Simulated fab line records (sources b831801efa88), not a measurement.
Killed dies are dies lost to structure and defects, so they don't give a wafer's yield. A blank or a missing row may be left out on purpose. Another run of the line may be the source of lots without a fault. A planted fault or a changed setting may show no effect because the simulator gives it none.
Which tool did it? ; flow gf180mcu ; 11 lots with 33 wafers sampled at 7 steps, on a route of 602 steps

== WHAT THE GAUGES SHOWED, per wafer ==
GF_V3_THK_MEAS_03. Usual: V3_CVD_02_THK typically reads 857 nm, with standard deviation 11.
lot;measured;on;V3_CVD_02_THK (nm);flag
L239;day 21 07:20;film-metro-03;858 861 856;
L242;day 22 06:28;film-metro-03;853 872 871;
L243;day 22 17:19;film-metro-04;846 854 864;
L246;day 24 03:17;film-metro-03;858 879 874;
L248;day 24 14:47;film-metro-03;871 874 862;
L250;day 25 18:33;film-metro-03;842 836 850;
L253;day 26 13:14;film-metro-04;862 850 848;
L255;day 27 01:39;film-metro-02;825 834 863;
L258;day 27 18:31;film-metro-04;864 860 865;
L259;day 28 00:59;film-metro-03;845 858 867;
L262;day 28 18:10;film-metro-04;844 855 869;

GF_V4_RS_MEAS_24: measurement is done with a four-point probe. Usual: V4_W_RS typically reads 0.327 ohm/sq, with standard deviation 0.0039.
lot;measured;on;V4_W_RS (ohm/sq);flag
L239;day 24 09:18;film-metro-01;0.329 0.322 0.327;
L242;day 25 06:59;film-metro-01;0.330 0.329 0.325;
L243;day 25 17:31;film-metro-04;0.326 0.322 0.327;
L246;day 26 23:04;film-metro-04;0.322 0.329 0.325;
L248;day 27 09:20;film-metro-03;0.329 0.327 0.322;
L250;day 28 11:49;film-metro-01;0.330 0.333 0.329;
L253;day 29 04:25;film-metro-03;0.326 0.332 0.327;
L255;day 29 15:41;film-metro-04;0.327 0.320 0.318;
L258;day 30 08:13;film-metro-01;0.330 0.321 0.329;
L259;day 30 13:51;film-metro-01;0.385 0.386 0.377;OFF
L262;day 31 07:14;film-metro-01;0.324 0.330 0.325;

GF_V4_THK_MEAS_25: measures by xrf. Usual: V4_W_THK typically reads 344 nm, with standard deviation 4.8.
lot;measured;on;V4_W_THK (nm);flag
L239;day 24 09:25;film-metro-01;341 348 345;
L242;day 25 07:05;film-metro-01;346 346 349;
L243;day 25 17:37;film-metro-04;348 350 344;
L246;day 26 23:11;film-metro-04;345 341 346;
L248;day 27 09:26;film-metro-03;344 345 351;
L250;day 28 11:56;film-metro-01;342 342 344;
L253;day 29 04:31;film-metro-03;344 337 343;
L255;day 29 15:48;film-metro-04;344 350 355;
L258;day 30 08:19;film-metro-01;344 352 346;
L259;day 30 13:58;film-metro-01;296 295 300;OFF
L262;day 31 07:20;film-metro-01;347 342 346;

GF_M5_CD_MEAS_07 targets a cd of 280 nm. Usual: 280.1 nm for cd-nm, sd 0.97.
lot;measured;on;cd-nm (nm);flag
L239;day 26 04:51;cd-sem-02;279.5 279.7 280.7;
L242;day 27 01:11;cd-sem-02;280.8 278.9 278.6;
L243;day 27 11:37;cd-sem-01;279.4 281.3 280.6;
L246;day 28 15:37;cd-sem-02;279.5 280.1 279.4;
L248;day 29 01:40;cd-sem-01;280.7 280.6 280.1;
L250;day 30 02:36;cd-sem-01;278.9 278.5 277.8;
L253;day 30 18:31;cd-sem-01;279.0 280.0 279.2;
L255;day 31 05:36;cd-sem-01;279.9 279.0 280.5;
L258;day 31 20:29;cd-sem-01;279.3 280.6 279.6;
L259;day 32 02:00;cd-sem-01;279.2 279.7 280.3;
L262;day 32 17:54;cd-sem-02;280.6 279.2 279.2;

== WHICH TOOL RAN EACH LOT (tool, then ch and the chambers of the sampled wafers, then the start) ==
lot;GF_V4_CVD_23;GF_V4_CMP_26;GF_MIM_SPUTTER_01
L239;cvd-w-01 ch 1, day 24 09:05;cmp-01 ch 0,3, day 24 09:29;pvd-sputter-04, day 24 09:53
L242;cvd-w-01 ch 0,1, day 25 06:53;cmp-02 ch 0,2,3, day 25 07:11;pvd-sputter-01, day 25 07:32
L243;cvd-w-02 ch 0,1, day 25 17:23;cmp-02 ch 0,2, day 25 17:40;pvd-sputter-04, day 25 18:04
L246;cvd-w-02 ch 0,1, day 26 22:56;cmp-02 ch 0,2,3, day 26 23:35;pvd-sputter-02, day 26 23:53
L248;cvd-w-02 ch 0,1, day 27 09:13;cmp-01 ch 0,2,3, day 27 09:34;pvd-sputter-04, day 27 09:52
L250;cvd-w-02 ch 0,1, day 28 11:42;cmp-02 ch 1,2, day 28 12:00;pvd-sputter-01, day 28 12:24
L253;cvd-w-01 ch 0,1, day 29 04:17;cmp-01 ch 0,1,3, day 29 04:40;pvd-sputter-01, day 29 04:58
L255;cvd-w-02 ch 0,1, day 29 15:34;cmp-01 ch 0,1,3, day 29 15:58;pvd-sputter-01, day 29 16:16
L258;cvd-w-02 ch 0,1, day 30 08:05;cmp-02 ch 0,2,3, day 30 08:27;pvd-sputter-02, day 30 08:45
L259;cvd-w-01 ch 0,1, day 30 13:44;cmp-02 ch 1,2,3, day 30 14:02;pvd-sputter-04, day 30 14:26
L262;cvd-w-02 ch 0,1, day 31 07:07;cmp-01 ch 0,2,3, day 31 07:23;pvd-sputter-04, day 31 07:47
- GF_V4_CVD_23: deposits W, target thk 350 nm, time 104.9 s.
- GF_V4_CMP_26: polishes, stops on SiO2, t overpolish 15 s, target thk 0 nm.
- GF_MIM_SPUTTER_01: material TiN, target thk 30 nm, time 25 s.

== AS READ BY THE TOOLS THEMSELVES (means over the sampled wafers that have a number; for cases with no such wafer, the mark the record gives instead) ==
GF_V4_CVD_23. Usual: chamber-pressure-Torr 40.02 Torr, standard deviation 0.074; heater-power-w 841 W, standard deviation 45.
lot;tool;chamber-pressure-Torr (Torr);heater-power-w (W);flag
L239;cvd-w-01;40.05;854;
L242;cvd-w-01;40.09;862;
L243;cvd-w-02;40.01;825;
L246;cvd-w-02;40.03;828;
L248;cvd-w-02;40.01;804;
L250;cvd-w-02;39.97;796;
L253;cvd-w-01;40.01;861;
L255;cvd-w-02;39.99;846;
L258;cvd-w-02;40.03;808;
L259;cvd-w-01;29.40;870;OFF
L262;cvd-w-02;40.06;837;

GF_V4_CMP_26. Usual: motor-current-A 11.0 A, standard deviation 1.2; slurry-flow-ml-min 150.0, standard deviation 0.48; time-to-endpoint-s 85 s, standard deviation 3.2.
lot;tool;motor-current-A (A);slurry-flow-ml-min;time-to-endpoint-s (s);flag
L239;cmp-01;10.5;149.6;87;
L242;cmp-02;11.0;149.9;82;
L243;cmp-02;12.6;149.8;89;
L246;cmp-02;10.7;150.2;87;
L248;cmp-01;11.4;150.2;87;
L250;cmp-02;10.0;150.4;82;
L253;cmp-01;11.3;149.8;86;
L255;cmp-01;11.0;150.1;90;
L258;cmp-02;10.6;150.4;85;
L259;cmp-02;9.9;149.9;72;OFF
L262;cmp-01;11.4;150.0;89;

GF_MIM_SPUTTER_01. Usual: 30.1 % for throttle-valve-pct, sd 1.2.
lot;tool;throttle-valve-pct (%);flag
L239;pvd-sputter-04;29.9;
L242;pvd-sputter-01;29.2;
L243;pvd-sputter-04;30.1;
L246;pvd-sputter-02;30.4;
L248;pvd-sputter-04;29.6;
L250;pvd-sputter-01;28.9;
L253;pvd-sputter-01;31.4;
L255;pvd-sputter-01;29.6;
L258;pvd-sputter-02;29.2;
L259;pvd-sputter-04;29.9;
L262;pvd-sputter-04;30.1;

== THE ANSWER, worked out from the rows above alone ==
Rule: take the mean of a lot's wafers that have a number; if it is more than 3 standard deviations from the usual mean, the lot is off. Also off: a lot with no number at a reading for which 4 or more lots have one. Any other lot the step has rows for is counted as sound. After the gauges, taken in route order, come the tools' own readings; for these a lot's mean is taken, as printed above. The first step at which some lot is off is used, and at that step the reading that is off furthest; a lot without a number counts as furthest.
Off: L259, seen at GF_V4_RS_MEAS_24 (V4_W_RS).
If a tool, at a process step before that reading, ran all the lots that are off and no sound lot after the first of them, it fits. Not tried: the gauges at GF_V4_RS_MEAS_24; whatever is off there is also off at GF_V4_CVD_23, on other tools, and gauge error can't account for it. One candidate fits, namely cvd-w-01 at GF_V4_CVD_23. Its last sound lot is L253 (day 29 04:17), its first lot that is off L259 (day 30 13:44): a fault that began between those two fits.
The tool's own readings at GF_V4_CVD_23 bear it out: on the lots that are off they differ by more than 5 times the standard deviation of the sound lots' means. chamber-pressure-Torr reads 29.40 Torr there against 40.02 Torr on the sound lots.

== WHAT WAS PUT IN BY THE SIMULATOR ==
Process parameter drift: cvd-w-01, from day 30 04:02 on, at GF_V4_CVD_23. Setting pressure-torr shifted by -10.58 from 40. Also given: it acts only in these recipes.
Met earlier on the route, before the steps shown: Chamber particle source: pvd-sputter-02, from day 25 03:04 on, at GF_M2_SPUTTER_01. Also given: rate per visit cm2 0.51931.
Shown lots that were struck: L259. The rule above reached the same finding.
